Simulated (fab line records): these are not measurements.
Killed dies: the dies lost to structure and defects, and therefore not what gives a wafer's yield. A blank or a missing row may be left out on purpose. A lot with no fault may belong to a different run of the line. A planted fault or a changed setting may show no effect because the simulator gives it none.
What tool caused it? | flow gf180mcu | 14 lots with 42 wafers sampled at 3 steps, on a route of 602 steps

== WHAT EACH GAUGE READ, for each wafer ==
GF_DUAL_GATE_OVL_MEAS_11.
lot  | measured     | on         | DUAL_GATE_OVL (nm)
L694 | day 8 03:28  | overlay-02 | 0.2 0.0 -0.6
L695 | day 8 11:13  | overlay-02 | -1.9 -2.1 -2.1
L696 | day 8 16:32  | overlay-01 | 0.3 -0.6 -0.8
L698 | day 9 13:09  | overlay-01 | -0.8 0.1 0.3
L697 | day 9 14:08  | overlay-01 | 1.1 2.1 1.8
L706 | day 11 23:49 | overlay-01 | -1.0 0.0 0.3
L707 | day 12 02:19 | overlay-01 | -0.5 0.0 -0.6
L708 | day 12 10:18 | overlay-02 | -1.4 0.7 -0.5
L709 | day 12 20:46 | overlay-02 | -4.6 -2.5 -2.4
L710 | day 13 04:16 | overlay-02 | 0.2 -0.5 -1.7
L712 | day 13 14:57 | overlay-02 | -3.2 -2.3 -2.5
L714 | day 14 00:46 | overlay-01 | -0.1 -1.6 -1.0
L716 | day 14 16:46 | overlay-02 | -2.9 -1.3 -2.4
L717 | day 15 00:58 | overlay-01 | -1.9 -2.4 -1.2

GF_HV_LDD_OVL_MEAS_20.
lot  | measured     | on         | HV_LDD_01_OVL (nm)
L694 | day 10 11:59 | overlay-01 | -3.6 -2.1 -3.6
L695 | day 10 19:14 | overlay-01 | -2.4 -2.2 -0.5
L696 | day 11 03:05 | overlay-01 | -2.5 -2.9 -2.0
L698 | day 12 01:50 | overlay-01 | -0.2 -0.6 -2.4
L697 | day 12 02:38 | overlay-02 | -1.8 -1.7 -2.2
L706 | day 14 19:20 | overlay-01 | -2.5 -3.0 -2.3
L707 | day 14 20:59 | overlay-02 | -3.7 -1.9 -2.2
L708 | day 15 05:35 | overlay-02 | -1.7 -2.2 -1.3
L709 | day 15 18:13 | overlay-01 | -2.6 -2.7 -2.1
L710 | day 16 01:01 | overlay-02 | -6.2 -6.1 -5.2
L712 | day 16 12:26 | overlay-01 | -5.5 -4.4 -5.0
L714 | day 16 22:58 | overlay-02 | -4.1 -3.7 -4.4
L716 | day 17 17:58 | overlay-02 | -3.0 -2.0 -2.6
L717 | day 18 01:37 | overlay-02 | -3.1 -4.5 -2.7

== TOOL THAT RAN EACH LOT (tool first, then ch and the chambers of the sampled wafers, then the start) ==
lot  | GF_POLY_GATE_ETCH_12
L694 | rie-diel-02 ch 1,2,3, day 8 23:40
L695 | rie-diel-03 ch 1,2,3, day 9 07:05
L696 | rie-diel-03 ch 0,2,3, day 9 12:52
L698 | rie-diel-01 ch 0,1,3, day 10 11:19
L697 | rie-diel-03 ch 1,2,3, day 10 11:20
L706 | rie-diel-03 ch 0,2, day 12 23:22
L707 | rie-diel-01 ch 0,1,3, day 13 01:43
L708 | rie-diel-03 ch 0,2,3, day 13 09:55
L709 | rie-diel-01 ch 0,1,2, day 13 20:40
L710 | rie-diel-03 ch 0,2,3, day 14 03:48
L712 | rie-diel-02 ch 0,3, day 14 15:33
L714 | rie-diel-01 ch 1,3, day 15 01:28
L716 | rie-diel-03 ch 0,1,3, day 15 17:55
L717 | rie-diel-03 ch 0,1, day 16 02:28
- GF_POLY_GATE_ETCH_12: etches BARC in N2/H2.

== WHAT THE TOOLS THEMSELVES READ (means of the sampled wafers that have a number; where no wafer has one, the mark that the record gives instead) ==
GF_POLY_GATE_ETCH_12.
lot  | tool        | drypump-motor-current-A (A) | oes-product-au (a.u.) | throttle-valve-pct (%)
L694 | rie-diel-02 | 5.8                         | 0.742                 | 13.209
L695 | rie-diel-03 | 5.3                         | 0.735                 | 13.218
L696 | rie-diel-03 | 5.4                         | 0.740                 | 13.212
L698 | rie-diel-01 | 6.0                         | 0.738                 | 13.221
L697 | rie-diel-03 | 5.3                         | 0.737                 | 13.214
L706 | rie-diel-03 | 5.5                         | 0.737                 | 13.209
L707 | rie-diel-01 | 6.0                         | 0.736                 | 13.219
L708 | rie-diel-03 | 5.5                         | 0.741                 | 13.213
L709 | rie-diel-01 | 5.9                         | 0.732                 | 13.215
L710 | rie-diel-03 | 5.5                         | 0.735                 | 13.215
L712 | rie-diel-02 | 5.6                         | 0.734                 | 13.214
L714 | rie-diel-01 | 5.9                         | 0.740                 | 13.214
L716 | rie-diel-03 | 5.6                         | 0.741                 | 13.207
L717 | rie-diel-03 | 5.9                         | 0.741                 | 13.221

== THE ANSWER, worked out from the rows above alone ==
Rule: what is usual is taken from the lots themselves. The widest of any qualifying gaps counts: lots, ordered by their means at a reading, are off when they make up no more than a third of the lots, leave a main group of 4 or more, and stand apart from it by 3 or more times the standard deviation of that group's means. If all means in a main group match to the digits the tables above print for the reading, that group is not used. A lot without any number at a reading at which 4 lots or more have one is off too. The other lots that the step has rows for count as sound. Order of review: gauges by route order, followed by the tools' own readings, for which a lot's mean as printed above is used. At the first step where some lot is off, the reading lying furthest off is the one used; lots without a number count as furthest.
None of the lots is off at any reading shown; this tells nothing.

== WHAT THE SIMULATOR HAD INSERTED ==
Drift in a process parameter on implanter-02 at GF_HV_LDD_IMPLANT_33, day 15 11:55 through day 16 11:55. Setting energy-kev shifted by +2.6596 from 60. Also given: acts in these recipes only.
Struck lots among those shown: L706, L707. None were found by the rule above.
